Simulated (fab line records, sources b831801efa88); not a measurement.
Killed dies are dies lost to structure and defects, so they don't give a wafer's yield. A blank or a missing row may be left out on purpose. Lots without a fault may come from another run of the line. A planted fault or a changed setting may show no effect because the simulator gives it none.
One fault seen from 2 desks | flow sky130 | each desk has only its own numbers; what lay behind them comes last

THE METROLOGY DESK
What the gauges read, lot by lot, whatever tool the lot ran on: means of the sampled wafers that have a number. A lot is out of limits, marked OUT, if its mean lies more than 4 standard deviations from the usual mean; the brackets give that distance.
Columns: A = METAL5_ALCU_RS at SKY_METAL5_RS_MEAS_05, usual 0.0270 ohm/sq
lot  | first seen here | A
L714 | day 42 21:43    | 0.0267
L715 | day 43 02:27    | 0.0271
L720 | day 44 18:23    | 0.0270
L721 | day 45 02:25    | 0.0273
L722 | day 45 12:11    | 0.0269
L723 | day 45 22:02    | 0.0271
L724 | day 46 05:16    | 0.0273
L725 | day 46 13:28    | 0.0264
L729 | day 47 11:43    | 0.0271
L736 | day 48 12:55    | 0.0273
L737 | day 49 04:47    | 0.0266
This desk's finding: nothing out of limits on any of the 11 lots.

THE TOOL OWNER'S DESK: plasma_asher-01
The tool's own readings at SKY_VIA3_STRIP_16 (strips in O2/N2): means of the sampled wafers that have a number, for each lot that ran on this tool. A lot is out of limits, marked OUT, if its mean lies more than 4 standard deviations from the usual mean; the brackets give that distance.
Columns: A = drypump_motor_current_A at SKY_VIA3_STRIP_16, usual 5.96 A; B = oes_product_au at SKY_VIA3_STRIP_16, usual 0.401 a.u.; C = strip_time_to_endpoint_s at SKY_VIA3_STRIP_16, usual 4.12 s
lot  | first seen here | A    | B     | C
L720 | day 41 15:56    | 5.45 | 0.398 | 4.13
L722 | day 42 11:29    | 5.44 | 0.399 | 4.10
L723 | day 42 21:08    | 5.43 | 0.399 | 4.17
L724 | day 43 04:34    | 5.56 | 0.401 | 4.12
L725 | day 43 14:25    | 5.42 | 0.402 | 4.14
This desk's finding: nothing out of limits on any of the 5 lots.

PUT TOGETHER
The metrology desk saw nothing out of limits.
The tool owner's desk saw nothing out of limits.

WHAT THE SIMULATOR HAD PUT IN
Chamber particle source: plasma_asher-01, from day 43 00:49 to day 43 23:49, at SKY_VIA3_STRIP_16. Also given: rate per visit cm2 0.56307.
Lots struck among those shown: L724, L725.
